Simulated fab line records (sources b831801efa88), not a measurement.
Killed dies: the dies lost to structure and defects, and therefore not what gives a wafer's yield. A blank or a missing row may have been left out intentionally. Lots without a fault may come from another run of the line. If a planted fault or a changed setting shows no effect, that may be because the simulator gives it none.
fab line records / flow sky130
[record] lots = 13 wafers = 39 lastDay = 49
route steps=708 shown SONOS_TUNNEL@162 SONOS_ONO@170 PAD_OPEN@708
lots with no fault: from the same line, run without faults
startH: hours from the record's first day to the start of the lot's first wafer shown / waitH: hours since the lot's step before / " unchanged from the row above / L1.1+2: a single row standing in for several wafers / - either no value or no given start / * or withheld: withheld / < > ~ a bound
route shown NAME@n: names a module that has steps shown in the file, with the first one's number in the route / usual: mean/standard deviation taken from wafers without a fault / same: alike in all rows / chamber/n: place in a boat / sites: per-site readings / _std_site: standard deviation across them / _edge_site: inner sites' mean taken away from outer sites' mean / radiusMm: how far each site lies from the wafer's centre / mask NAME#n: copy n / behind: the most recent tool/chamber to have shaped the wafer / hold: what put the lot on hold/how long, in hours/how the hold closed / device: the n, p or np transistor that did not switch / end of line: the same wafers' tests at the end of the route / where a step has no rows: the recipe by itself / killed: not the wafer's yield, but the dies lost to structure and defects at the first sort / map: a wafer's dies, x killed, . not, _ none there
set.NAME: the run value of the setting; set.NAME@STEP: its run value at that earlier step / model.NAME: the simulator's own value behind a step, which no gauge read
one table for each step of the route and one row for each wafer, over a sample of lots
services: when a tool's chamber went out of use (startH, in hours from the record's first day, below 0 if earlier), for how many hours, and the reason
[[steps]]
[step SKY_SONOS_TUNNEL_OVL_MEAS_08]
[usual] SONOS_TUNNEL_OVL = 0.3/1.4
lot.wafer=L856.1 tool=overlay-01 chamber=- startH=251.95 waitH=0.1 SONOS_TUNNEL_OVL[nm]=2.9
lot.wafer=L856.2 tool=overlay-01 chamber=- startH=251.95 waitH=0.1 SONOS_TUNNEL_OVL[nm]=1.5
lot.wafer=L856.5 tool=overlay-01 chamber=- startH=251.95 waitH=0.1 SONOS_TUNNEL_OVL[nm]=1.8
lot.wafer=L857.2 tool=overlay-02 chamber=- startH=252.95 waitH=0.1 SONOS_TUNNEL_OVL[nm]=-0.3
lot.wafer=L857.3 tool=overlay-02 chamber=- startH=252.95 waitH=0.1 SONOS_TUNNEL_OVL[nm]=-0.5
lot.wafer=L857.6 tool=overlay-02 chamber=- startH=252.95 waitH=0.1 SONOS_TUNNEL_OVL[nm]=-0.6
lot.wafer=L858.3 tool=overlay-02 chamber=- startH=260.67 waitH=0.1 SONOS_TUNNEL_OVL[nm]=-0.5
lot.wafer=L858.5 tool=overlay-02 chamber=- startH=260.67 waitH=0.1 SONOS_TUNNEL_OVL[nm]=0.4
lot.wafer=L858.6 tool=overlay-02 chamber=- startH=260.67 waitH=0.1 SONOS_TUNNEL_OVL[nm]=0.2
lot.wafer=L860.1 tool=overlay-02 chamber=- startH=283.35 waitH=0.1 SONOS_TUNNEL_OVL[nm]=0.4
lot.wafer=L860.4 tool=overlay-02 chamber=- startH=283.35 waitH=0.1 SONOS_TUNNEL_OVL[nm]=-0.8
lot.wafer=L860.6 tool=overlay-02 chamber=- startH=283.35 waitH=0.1 SONOS_TUNNEL_OVL[nm]=-1.0
lot.wafer=L861.2 tool=overlay-02 chamber=- startH=288.76 waitH=0.1 SONOS_TUNNEL_OVL[nm]=-0.4
lot.wafer=L861.4 tool=overlay-02 chamber=- startH=288.76 waitH=0.1 SONOS_TUNNEL_OVL[nm]=-0.4
lot.wafer=L861.6 tool=overlay-02 chamber=- startH=288.76 waitH=0.1 SONOS_TUNNEL_OVL[nm]=-0.4
lot.wafer=L862.3 tool=overlay-01 chamber=- startH=298.35 waitH=0.1 SONOS_TUNNEL_OVL[nm]=1.1
lot.wafer=L862.4 tool=overlay-01 chamber=- startH=298.35 waitH=0.1 SONOS_TUNNEL_OVL[nm]=2.9
lot.wafer=L862.5 tool=overlay-01 chamber=- startH=298.35 waitH=0.1 SONOS_TUNNEL_OVL[nm]=2.3
lot.wafer=L863.1 tool=overlay-02 chamber=- startH=304.84 waitH=0.1 SONOS_TUNNEL_OVL[nm]=0.2
lot.wafer=L863.2 tool=overlay-02 chamber=- startH=304.84 waitH=0.1 SONOS_TUNNEL_OVL[nm]=-0.2
lot.wafer=L863.3 tool=overlay-02 chamber=- startH=304.84 waitH=0.1 SONOS_TUNNEL_OVL[nm]=-0.5
lot.wafer=L866.2 tool=overlay-02 chamber=- startH=328.76 waitH=0.1 SONOS_TUNNEL_OVL[nm]=0.7
lot.wafer=L866.5 tool=overlay-02 chamber=- startH=328.76 waitH=0.1 SONOS_TUNNEL_OVL[nm]=-0.8
lot.wafer=L866.6 tool=overlay-02 chamber=- startH=328.76 waitH=0.1 SONOS_TUNNEL_OVL[nm]=1.0
lot.wafer=L867.3 tool=overlay-02 chamber=- startH=337.52 waitH=0.1 SONOS_TUNNEL_OVL[nm]=0.7
lot.wafer=L867.4 tool=overlay-02 chamber=- startH=337.52 waitH=0.1 SONOS_TUNNEL_OVL[nm]=-0.8
lot.wafer=L867.5 tool=overlay-02 chamber=- startH=337.52 waitH=0.1 SONOS_TUNNEL_OVL[nm]=-0.5
lot.wafer=L868.1 tool=overlay-01 chamber=- startH=342.99 waitH=0.1 SONOS_TUNNEL_OVL[nm]=1.3
lot.wafer=L868.2 tool=overlay-01 chamber=- startH=342.99 waitH=0.1 SONOS_TUNNEL_OVL[nm]=1.1
lot.wafer=L868.5 tool=overlay-01 chamber=- startH=342.99 waitH=0.1 SONOS_TUNNEL_OVL[nm]=0.8
lot.wafer=L870.3 tool=overlay-02 chamber=- startH=356.12 waitH=0.1 SONOS_TUNNEL_OVL[nm]=-3.2
lot.wafer=L870.5 tool=overlay-02 chamber=- startH=356.12 waitH=0.1 SONOS_TUNNEL_OVL[nm]=-2.6
lot.wafer=L870.6 tool=overlay-02 chamber=- startH=356.12 waitH=0.1 SONOS_TUNNEL_OVL[nm]=-1.8
lot.wafer=L871.1 tool=overlay-02 chamber=- startH=367.44 waitH=0.1 SONOS_TUNNEL_OVL[nm]=1.0
lot.wafer=L871.2 tool=overlay-02 chamber=- startH=367.44 waitH=0.1 SONOS_TUNNEL_OVL[nm]=2.6
lot.wafer=L871.4 tool=overlay-02 chamber=- startH=367.44 waitH=0.1 SONOS_TUNNEL_OVL[nm]=1.5
lot.wafer=L875.2 tool=overlay-01 chamber=- startH=402.24 waitH=0.1 SONOS_TUNNEL_OVL[nm]=1.6
lot.wafer=L875.3 tool=overlay-01 chamber=- startH=402.24 waitH=0.1 SONOS_TUNNEL_OVL[nm]=0.3
lot.wafer=L875.4 tool=overlay-01 chamber=- startH=402.24 waitH=0.1 SONOS_TUNNEL_OVL[nm]=0.1
[step SKY_SONOS_ONO_CVD_02]
[recipe] material = Si3N4 precursor = DCS/NH3 targetThkNm = 10.5 tempC = 770 timeS = 180 pressureMtorr = 250
lot.wafer=L856.1+2+5 tool=lpcvd-02 chamber=0 startH=255.05 waitH=0.2
lot.wafer=L857.2+3+6 tool=lpcvd-02 chamber=1 startH=255.05 waitH=0.2
lot.wafer=L858.3+5+6 tool=lpcvd-02 chamber=1 startH=263.94 waitH=0.5
lot.wafer=L860.1+4+6 tool=lpcvd-02 chamber=1 startH=288.47 waitH=0.1
lot.wafer=L861.2+4+6 tool=lpcvd-02 chamber=0 startH=292.59 waitH=0.1
lot.wafer=L862.3+4+5 tool=lpcvd-02 chamber=0 startH=302.87 waitH=0.0
lot.wafer=L863.1+2+3 tool=lpcvd-02 chamber=1 startH=311.88 waitH=3.5
lot.wafer=L866.2+5+6 tool=lpcvd-02 chamber=1 startH=331.58 waitH=0.9
lot.wafer=L867.3+4+5 tool=lpcvd-02 chamber=1 startH=342.80 waitH=1.0
lot.wafer=L868.1+2+5 tool=lpcvd-02 chamber=1 startH=345.96 waitH=0.1
lot.wafer=L870.3+5+6 tool=lpcvd-02 chamber=1 startH=358.92 waitH=0.2
lot.wafer=L871.1+2+4 tool=lpcvd-02 chamber=0 startH=371.04 waitH=0.7
lot.wafer=L875.2+3+4 tool=lpcvd-02 chamber=0 startH=405.84 waitH=1.0
[step SKY_SONOS_ONO_THK_MEAS_03]
[recipe] reads = Si3N4_of_SONOS_ONO_CVD_02
[usual] SONOS_ONO_CVD_02_THK = 10.52/0.12
lot.wafer=L856.1 tool=filmMetro-01 chamber=- startH=256.10 waitH=0.0 SONOS_ONO_CVD_02_THK[nm]=10.58
lot.wafer=L856.2 tool=filmMetro-01 chamber=- startH=256.10 waitH=0.0 SONOS_ONO_CVD_02_THK[nm]=10.59
lot.wafer=L856.5 tool=filmMetro-01 chamber=- startH=256.10 waitH=0.0 SONOS_ONO_CVD_02_THK[nm]=10.64
lot.wafer=L857.2 tool=filmMetro-02 chamber=- startH=256.14 waitH=0.0 SONOS_ONO_CVD_02_THK[nm]=10.77
lot.wafer=L857.3 tool=filmMetro-02 chamber=- startH=256.14 waitH=0.0 SONOS_ONO_CVD_02_THK[nm]=10.72
lot.wafer=L857.6 tool=filmMetro-02 chamber=- startH=256.14 waitH=0.0 SONOS_ONO_CVD_02_THK[nm]=10.66
lot.wafer=L858.3 tool=filmMetro-02 chamber=- startH=265.01 waitH=0.0 SONOS_ONO_CVD_02_THK[nm]=10.49
lot.wafer=L858.5 tool=filmMetro-02 chamber=- startH=265.01 waitH=0.0 SONOS_ONO_CVD_02_THK[nm]=10.53
lot.wafer=L858.6 tool=filmMetro-02 chamber=- startH=265.01 waitH=0.0 SONOS_ONO_CVD_02_THK[nm]=10.63
lot.wafer=L860.1 tool=filmMetro-02 chamber=- startH=290.04 waitH=0.0 SONOS_ONO_CVD_02_THK[nm]=10.54
lot.wafer=L860.4 tool=filmMetro-02 chamber=- startH=290.04 waitH=0.0 SONOS_ONO_CVD_02_THK[nm]=10.51
lot.wafer=L860.6 tool=filmMetro-02 chamber=- startH=290.04 waitH=0.0 SONOS_ONO_CVD_02_THK[nm]=10.40
lot.wafer=L861.2 tool=filmMetro-02 chamber=- startH=293.65 waitH=0.0 SONOS_ONO_CVD_02_THK[nm]=10.48
lot.wafer=L861.4 tool=filmMetro-02 chamber=- startH=293.65 waitH=0.0 SONOS_ONO_CVD_02_THK[nm]=10.55
lot.wafer=L861.6 tool=filmMetro-02 chamber=- startH=293.65 waitH=0.0 SONOS_ONO_CVD_02_THK[nm]=10.50
lot.wafer=L862.3 tool=filmMetro-04 chamber=- startH=303.94 waitH=0.0 SONOS_ONO_CVD_02_THK[nm]=10.44
lot.wafer=L862.4 tool=filmMetro-04 chamber=- startH=303.94 waitH=0.0 SONOS_ONO_CVD_02_THK[nm]=10.48
lot.wafer=L862.5 tool=filmMetro-04 chamber=- startH=303.94 waitH=0.0 SONOS_ONO_CVD_02_THK[nm]=10.45
lot.wafer=L863.1 tool=filmMetro-01 chamber=- startH=312.93 waitH=0.0 SONOS_ONO_CVD_02_THK[nm]=10.41
lot.wafer=L863.2 tool=filmMetro-01 chamber=- startH=312.93 waitH=0.0 SONOS_ONO_CVD_02_THK[nm]=10.55
lot.wafer=L863.3 tool=filmMetro-01 chamber=- startH=312.93 waitH=0.0 SONOS_ONO_CVD_02_THK[nm]=10.60
lot.wafer=L866.2 tool=filmMetro-02 chamber=- startH=332.64 waitH=0.0 SONOS_ONO_CVD_02_THK[nm]=10.60
lot.wafer=L866.5 tool=filmMetro-02 chamber=- startH=332.64 waitH=0.0 SONOS_ONO_CVD_02_THK[nm]=10.52
lot.wafer=L866.6 tool=filmMetro-02 chamber=- startH=332.64 waitH=0.0 SONOS_ONO_CVD_02_THK[nm]=10.43
lot.wafer=L867.3 tool=filmMetro-01 chamber=- startH=343.87 waitH=0.0 SONOS_ONO_CVD_02_THK[nm]=10.46
lot.wafer=L867.4 tool=filmMetro-01 chamber=- startH=343.87 waitH=0.0 SONOS_ONO_CVD_02_THK[nm]=10.51
lot.wafer=L867.5 tool=filmMetro-01 chamber=- startH=343.87 waitH=0.0 SONOS_ONO_CVD_02_THK[nm]=10.48
lot.wafer=L868.1 tool=filmMetro-02 chamber=- startH=347.01 waitH=0.0 SONOS_ONO_CVD_02_THK[nm]=10.58
lot.wafer=L868.2 tool=filmMetro-02 chamber=- startH=347.01 waitH=0.0 SONOS_ONO_CVD_02_THK[nm]=10.34
lot.wafer=L868.5 tool=filmMetro-02 chamber=- startH=347.01 waitH=0.0 SONOS_ONO_CVD_02_THK[nm]=10.29
lot.wafer=L870.3 tool=filmMetro-01 chamber=- startH=359.99 waitH=0.0 SONOS_ONO_CVD_02_THK[nm]=10.55
lot.wafer=L870.5 tool=filmMetro-01 chamber=- startH=359.99 waitH=0.0 SONOS_ONO_CVD_02_THK[nm]=10.40
lot.wafer=L870.6 tool=filmMetro-01 chamber=- startH=359.99 waitH=0.0 SONOS_ONO_CVD_02_THK[nm]=10.39
lot.wafer=L871.1 tool=filmMetro-02 chamber=- startH=372.09 waitH=0.0 SONOS_ONO_CVD_02_THK[nm]=10.56
lot.wafer=L871.2 tool=filmMetro-02 chamber=- startH=372.09 waitH=0.0 SONOS_ONO_CVD_02_THK[nm]=10.67
lot.wafer=L871.4 tool=filmMetro-02 chamber=- startH=372.09 waitH=0.0 SONOS_ONO_CVD_02_THK[nm]=10.58
lot.wafer=L875.2 tool=filmMetro-04 chamber=- startH=406.90 waitH=0.0 SONOS_ONO_CVD_02_THK[nm]=11.56
lot.wafer=L875.3 tool=filmMetro-04 chamber=- startH=406.90 waitH=0.0 SONOS_ONO_CVD_02_THK[nm]=11.78
lot.wafer=L875.4 tool=filmMetro-04 chamber=- startH=406.90 waitH=0.0 SONOS_ONO_CVD_02_THK[nm]=11.70
[step SKY_SONOS_ONO_CD_MEAS_13]
[recipe] targetCdNm = 410
[usual] cdNm = 410.0/2.2
lot.wafer=L856.1 tool=cdSem-02 chamber=- startH=281.42 waitH=0.1 cdNm=412.1
lot.wafer=L856.2 tool=cdSem-02 chamber=- startH=281.42 waitH=0.1 cdNm=412.2
lot.wafer=L856.5 tool=cdSem-02 chamber=- startH=281.42 waitH=0.1 cdNm=415.0
lot.wafer=L857.2 tool=cdSem-02 chamber=- startH=282.39 waitH=0.1 cdNm=412.0
lot.wafer=L857.3 tool=cdSem-02 chamber=- startH=282.39 waitH=0.1 cdNm=408.9
lot.wafer=L857.6 tool=cdSem-02 chamber=- startH=282.39 waitH=0.1 cdNm=409.2
lot.wafer=L858.3 tool=cdSem-01 chamber=- startH=290.57 waitH=0.1 cdNm=413.7
lot.wafer=L858.5 tool=cdSem-01 chamber=- startH=290.57 waitH=0.1 cdNm=414.4
lot.wafer=L858.6 tool=cdSem-01 chamber=- startH=290.57 waitH=0.1 cdNm=413.1
lot.wafer=L860.1 tool=cdSem-01 chamber=- startH=316.33 waitH=0.1 cdNm=409.5
lot.wafer=L860.4 tool=cdSem-01 chamber=- startH=316.33 waitH=0.1 cdNm=409.8
lot.wafer=L860.6 tool=cdSem-01 chamber=- startH=316.33 waitH=0.1 cdNm=410.2
lot.wafer=L861.2 tool=cdSem-01 chamber=- startH=320.20 waitH=0.1 cdNm=407.5
lot.wafer=L861.4 tool=cdSem-01 chamber=- startH=320.20 waitH=0.1 cdNm=408.1
lot.wafer=L861.6 tool=cdSem-01 chamber=- startH=320.20 waitH=0.1 cdNm=405.2
lot.wafer=L862.3 tool=cdSem-02 chamber=- startH=331.21 waitH=0.1 cdNm=410.3
lot.wafer=L862.4 tool=cdSem-02 chamber=- startH=331.21 waitH=0.1 cdNm=409.4
lot.wafer=L862.5 tool=cdSem-02 chamber=- startH=331.21 waitH=0.1 cdNm=414.0
lot.wafer=L863.1 tool=cdSem-02 chamber=- startH=340.62 waitH=0.1 cdNm=407.8
lot.wafer=L863.2 tool=cdSem-02 chamber=- startH=340.62 waitH=0.1 cdNm=408.1
lot.wafer=L863.3 tool=cdSem-02 chamber=- startH=340.62 waitH=0.1 cdNm=407.8
lot.wafer=L866.2 tool=cdSem-01 chamber=- startH=360.24 waitH=0.1 cdNm=407.1
lot.wafer=L866.5 tool=cdSem-01 chamber=- startH=360.24 waitH=0.1 cdNm=409.0
lot.wafer=L866.6 tool=cdSem-01 chamber=- startH=360.24 waitH=0.1 cdNm=409.3
lot.wafer=L867.3 tool=cdSem-01 chamber=- startH=372.06 waitH=0.1 cdNm=408.9
lot.wafer=L867.4 tool=cdSem-01 chamber=- startH=372.06 waitH=0.1 cdNm=410.7
lot.wafer=L867.5 tool=cdSem-01 chamber=- startH=372.06 waitH=0.1 cdNm=409.7
lot.wafer=L868.1 tool=cdSem-01 chamber=- startH=375.88 waitH=0.1 cdNm=411.3
lot.wafer=L868.2 tool=cdSem-01 chamber=- startH=375.88 waitH=0.1 cdNm=409.9
lot.wafer=L868.5 tool=cdSem-01 chamber=- startH=375.88 waitH=0.1 cdNm=407.9
lot.wafer=L870.3 tool=cdSem-01 chamber=- startH=389.56 waitH=0.1 cdNm=411.5
lot.wafer=L870.5 tool=cdSem-01 chamber=- startH=389.56 waitH=0.1 cdNm=412.3
lot.wafer=L870.6 tool=cdSem-01 chamber=- startH=389.56 waitH=0.1 cdNm=410.5
lot.wafer=L871.1 tool=cdSem-02 chamber=- startH=401.82 waitH=0.1 cdNm=409.1
lot.wafer=L871.2 tool=cdSem-02 chamber=- startH=401.82 waitH=0.1 cdNm=408.4
lot.wafer=L871.4 tool=cdSem-02 chamber=- startH=401.82 waitH=0.1 cdNm=409.6
lot.wafer=L875.2 tool=cdSem-02 chamber=- startH=438.44 waitH=0.1 cdNm=411.5
lot.wafer=L875.3 tool=cdSem-02 chamber=- startH=438.44 waitH=0.1 cdNm=410.6
lot.wafer=L875.4 tool=cdSem-02 chamber=- startH=438.44 waitH=0.1 cdNm=411.8
[step SKY_SONOS_ONO_OVL_MEAS_14]
[usual] SONOS_ONO_OVL = 0.6/1.1
lot.wafer=L856.1 tool=overlay-02 chamber=- startH=281.54 waitH=0.1 SONOS_ONO_OVL[nm]=1.2
lot.wafer=L856.2 tool=overlay-02 chamber=- startH=281.54 waitH=0.1 SONOS_ONO_OVL[nm]=0.2
lot.wafer=L856.5 tool=overlay-02 chamber=- startH=281.54 waitH=0.1 SONOS_ONO_OVL[nm]=-0.9
lot.wafer=L857.2 tool=overlay-01 chamber=- startH=282.49 waitH=0.1 SONOS_ONO_OVL[nm]=0.7
lot.wafer=L857.3 tool=overlay-01 chamber=- startH=282.49 waitH=0.1 SONOS_ONO_OVL[nm]=2.1
lot.wafer=L857.6 tool=overlay-01 chamber=- startH=282.49 waitH=0.1 SONOS_ONO_OVL[nm]=1.1
lot.wafer=L858.3 tool=overlay-02 chamber=- startH=290.67 waitH=0.1 SONOS_ONO_OVL[nm]=2.4
lot.wafer=L858.5 tool=overlay-02 chamber=- startH=290.67 waitH=0.1 SONOS_ONO_OVL[nm]=0.0
lot.wafer=L858.6 tool=overlay-02 chamber=- startH=290.67 waitH=0.1 SONOS_ONO_OVL[nm]=1.9
lot.wafer=L860.1 tool=overlay-02 chamber=- startH=316.45 waitH=0.1 SONOS_ONO_OVL[nm]=1.1
lot.wafer=L860.4 tool=overlay-02 chamber=- startH=316.45 waitH=0.1 SONOS_ONO_OVL[nm]=0.4
lot.wafer=L860.6 tool=overlay-02 chamber=- startH=316.45 waitH=0.1 SONOS_ONO_OVL[nm]=0.5
lot.wafer=L861.2 tool=overlay-01 chamber=- startH=320.30 waitH=0.1 SONOS_ONO_OVL[nm]=1.9
lot.wafer=L861.4 tool=overlay-01 chamber=- startH=320.30 waitH=0.1 SONOS_ONO_OVL[nm]=1.8
lot.wafer=L861.6 tool=overlay-01 chamber=- startH=320.30 waitH=0.1 SONOS_ONO_OVL[nm]=2.1
lot.wafer=L862.3 tool=overlay-01 chamber=- startH=331.30 waitH=0.1 SONOS_ONO_OVL[nm]=1.2
lot.wafer=L862.4 tool=overlay-01 chamber=- startH=331.30 waitH=0.1 SONOS_ONO_OVL[nm]=1.3
lot.wafer=L862.5 tool=overlay-01 chamber=- startH=331.30 waitH=0.1 SONOS_ONO_OVL[nm]=2.3
lot.wafer=L863.1 tool=overlay-02 chamber=- startH=340.74 waitH=0.1 SONOS_ONO_OVL[nm]=-1.4
lot.wafer=L863.2 tool=overlay-02 chamber=- startH=340.74 waitH=0.1 SONOS_ONO_OVL[nm]=-0.6
lot.wafer=L863.3 tool=overlay-02 chamber=- startH=340.74 waitH=0.1 SONOS_ONO_OVL[nm]=-0.9
lot.wafer=L866.2 tool=overlay-02 chamber=- startH=360.34 waitH=0.1 SONOS_ONO_OVL[nm]=1.7
lot.wafer=L866.5 tool=overlay-02 chamber=- startH=360.34 waitH=0.1 SONOS_ONO_OVL[nm]=1.8
lot.wafer=L866.6 tool=overlay-02 chamber=- startH=360.34 waitH=0.1 SONOS_ONO_OVL[nm]=0.4
lot.wafer=L867.3 tool=overlay-02 chamber=- startH=372.15 waitH=0.1 SONOS_ONO_OVL[nm]=0.2
lot.wafer=L867.4 tool=overlay-02 chamber=- startH=372.15 waitH=0.1 SONOS_ONO_OVL[nm]=-2.0
lot.wafer=L867.5 tool=overlay-02 chamber=- startH=372.15 waitH=0.1 SONOS_ONO_OVL[nm]=-0.8
lot.wafer=L868.1 tool=overlay-02 chamber=- startH=376.00 waitH=0.1 SONOS_ONO_OVL[nm]=0.9
lot.wafer=L868.2 tool=overlay-02 chamber=- startH=376.00 waitH=0.1 SONOS_ONO_OVL[nm]=2.4
lot.wafer=L868.5 tool=overlay-02 chamber=- startH=376.00 waitH=0.1 SONOS_ONO_OVL[nm]=1.6
lot.wafer=L870.3 tool=overlay-01 chamber=- startH=389.65 waitH=0.1 SONOS_ONO_OVL[nm]=1.2
lot.wafer=L870.5 tool=overlay-01 chamber=- startH=389.65 waitH=0.1 SONOS_ONO_OVL[nm]=0.6
lot.wafer=L870.6 tool=overlay-01 chamber=- startH=389.65 waitH=0.1 SONOS_ONO_OVL[nm]=-0.2
lot.wafer=L871.1 tool=overlay-02 chamber=- startH=401.94 waitH=0.1 SONOS_ONO_OVL[nm]=-0.3
lot.wafer=L871.2 tool=overlay-02 chamber=- startH=401.94 waitH=0.1 SONOS_ONO_OVL[nm]=0.5
lot.wafer=L871.4 tool=overlay-02 chamber=- startH=401.94 waitH=0.1 SONOS_ONO_OVL[nm]=0.8
lot.wafer=L875.2 tool=overlay-02 chamber=- startH=438.54 waitH=0.1 SONOS_ONO_OVL[nm]=-0.1
lot.wafer=L875.3 tool=overlay-02 chamber=- startH=438.54 waitH=0.1 SONOS_ONO_OVL[nm]=-0.4
lot.wafer=L875.4 tool=overlay-02 chamber=- startH=438.54 waitH=0.1 SONOS_ONO_OVL[nm]=0.4
[step SKY_PAD_OPEN_PROBE_99]
[usual] killed_at_M0_to_M3 = 44/7 killed_at_M4_up = 3.0/1.8 killedAtContacts = 24/4.9 killedAtFrontEnd = 15/5 killedAtOther = 0.2/0.53 killedDies = 87/8.7 killedOpen = 48/6.8 killedShort = 39/5.7
[same] grossDies = 492 killedAtBackSide = 0
lot.wafer=L861.6 tool=prober-02 chamber=- startH=1107.22 waitH=0.2 killed_at_M0_to_M3=37 killed_at_M4_up=1 killedAtContacts=24 killedAtFrontEnd=32 killedAtOther=0 killedDies=94 killedOpen=60 killedShort=34
lot.wafer=L870.3 tool=prober-01 chamber=- startH=1154.99 waitH=0.2 killed_at_M0_to_M3=51 killed_at_M4_up=4 killedAtContacts=27 killedAtFrontEnd=8 killedAtOther=0 killedDies=90 killedOpen=48 killedShort=42
lot.wafer=L870.5 tool=prober-01 chamber=- startH=1155.09 waitH=0.2 killed_at_M0_to_M3=53 killed_at_M4_up=1 killedAtContacts=19 killedAtFrontEnd=12 killedAtOther=0 killedDies=85 killedOpen=42 killedShort=43
lot.wafer=L870.6 tool=prober-01 chamber=- startH=1155.14 waitH=0.2 killed_at_M0_to_M3=43 killed_at_M4_up=5 killedAtContacts=23 killedAtFrontEnd=20 killedAtOther=0 killedDies=91 killedOpen=49 killedShort=42
// killed by level:class
L861.6 VIA1:geometricParticle:open=12 VIA2:geometricParticle:open=9 POLY_GATE:geometricParticle:open=8 LI_CONTACT:geometricParticle:open=7 FIELD_ISO:geometricParticle:short=5 FIELD_ISO:geometricParticle:open=5 POLY_GATE:geometricParticle:short=5 CONTACT:geometricParticle:short=5
L870.3 CONTACT:geometricParticle:open=12 VIA1:geometricParticle:open=9 METAL2:geometricParticle:short=9 METAL1:geometricParticle:short=8 LI_CONTACT:geometricParticle:open=7 VIA2:geometricParticle:open=5 CONTACT:geometricParticle:short=4 VIA2:geometricParticle:short=4
L870.5 VIA1:geometricParticle:open=12 VIA1:geometricParticle:short=8 CONTACT:geometricParticle:open=6 METAL2:geometricParticle:short=6 VIA3:geometricParticle:open=6 LOCAL_INTERCONNECT:geometricParticle:short=5 VIA2:geometricParticle:open=5 FIELD_ISO:geometricParticle:open=4
L870.6 VIA1:geometricParticle:open=12 POLY_GATE:geometricParticle:short=9 CONTACT:geometricParticle:open=8 VIA3:geometricParticle:open=8 VIA1:geometricParticle:short=6 LI_CONTACT:geometricParticle:open=6 VIA2:geometricParticle:open=6 FIELD_ISO:geometricParticle:short=5
[[services]]
tool=lpcvd-02 chamber=- startH=280.16 hours=1.0 kind=repair
[[key]]
[firstSign] step = SKY_SONOS_ONO_THK_MEAS_03 reading = SONOS_ONO_CVD_02_THK direction = up sigmas = 9.4 usual = 10.52 struck = 11.68
effect none on later readings
metAt SKY_SONOS_ONO_CVD_02
struckLots L875
struckWafers L875.2,L875.3,L875.4
testerLeftOut L875
notActingAt SKY_SONOS_TUNNEL_OVL_MEAS_08,SKY_SONOS_ONO_CD_MEAS_13,SKY_SONOS_ONO_OVL_MEAS_14
onsetBetween 371.04 405.84
alsoFits time
[fault] kind = processParameterDrift tool = lpcvd-02 chamber = 0 onsetH = 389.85 steps = SKY_SONOS_ONO_CVD_02 channel = targetThkNm offset = 0.93521 shape = step endH = 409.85 actsIn = theseRecipesOnly stated = 10.5
// testerLeftOut: of these lots the tester's yield and bins aren't shown, on N5 and GAA mostly nor the transistor test; their killed dies are dies lost to structure and defects alone, not to doping, threshold or leakage, so they don't give the yield
